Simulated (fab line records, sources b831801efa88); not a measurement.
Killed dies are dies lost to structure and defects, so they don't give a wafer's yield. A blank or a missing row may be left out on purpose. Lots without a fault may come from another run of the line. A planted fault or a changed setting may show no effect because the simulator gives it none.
Which tool did it? | flow gf180mcu | 6 lots, 18 wafers sampled, at 2 steps of a route of 602

WHAT THE GAUGES READ, wafer by wafer
GF_MVPSD_OVL_MEAS_07.
lot  | measured     | on         | MVPSD_OVL (nm)
L142 | day 6 04:37  | overlay-02 | -2.1 -2.5 -2.2
L145 | day 6 20:10  | overlay-02 | -0.2 -1.0 -0.4
L147 | day 7 08:25  | overlay-01 | -0.3 -0.3 -1.9
L154 | day 9 01:19  | overlay-01 | 1.7 2.3 2.1
L157 | day 9 21:03  | overlay-02 | -0.3 0.7 0.1
L159 | day 10 11:17 | overlay-02 | -0.3 -0.2 0.3

WHICH TOOL RAN EACH LOT (tool, then ch and the chambers of the sampled wafers, then the start)
lot  | GF_MVPSD_EXPOSE_04
L142 | iline_stepper-02 ch 0, day 5 21:30
L145 | iline_stepper-01 ch 0, day 6 13:28
L147 | iline_stepper-01 ch 0, day 7 01:35
L154 | iline_stepper-02 ch 0, day 8 17:01
L157 | iline_stepper-02 ch 0, day 9 12:06
L159 | iline_stepper-02 ch 0, day 10 02:08
- GF_MVPSD_EXPOSE_04: exposes mask MVPSD, target cd 1000 nm.

THE ANSWER, worked out from the rows above alone
Rule: what is usual is taken from the lots themselves. Put in order of their means at a reading, lots are off if they are a third of the lots or fewer, leave a main group of 4 or more, and stand apart from it by a gap of 3 or more times the standard deviation of the main group's means; of several such gaps the widest counts. A main group whose means are all the same, to the digits that the tables above print for the reading, isn't used. A lot without any number at a reading at which 4 lots or more have one is off too. The other lots that the step has rows for count as sound.
No lot is off at any reading shown: from this, nothing can be told.

WHAT THE SIMULATOR HAD PUT IN
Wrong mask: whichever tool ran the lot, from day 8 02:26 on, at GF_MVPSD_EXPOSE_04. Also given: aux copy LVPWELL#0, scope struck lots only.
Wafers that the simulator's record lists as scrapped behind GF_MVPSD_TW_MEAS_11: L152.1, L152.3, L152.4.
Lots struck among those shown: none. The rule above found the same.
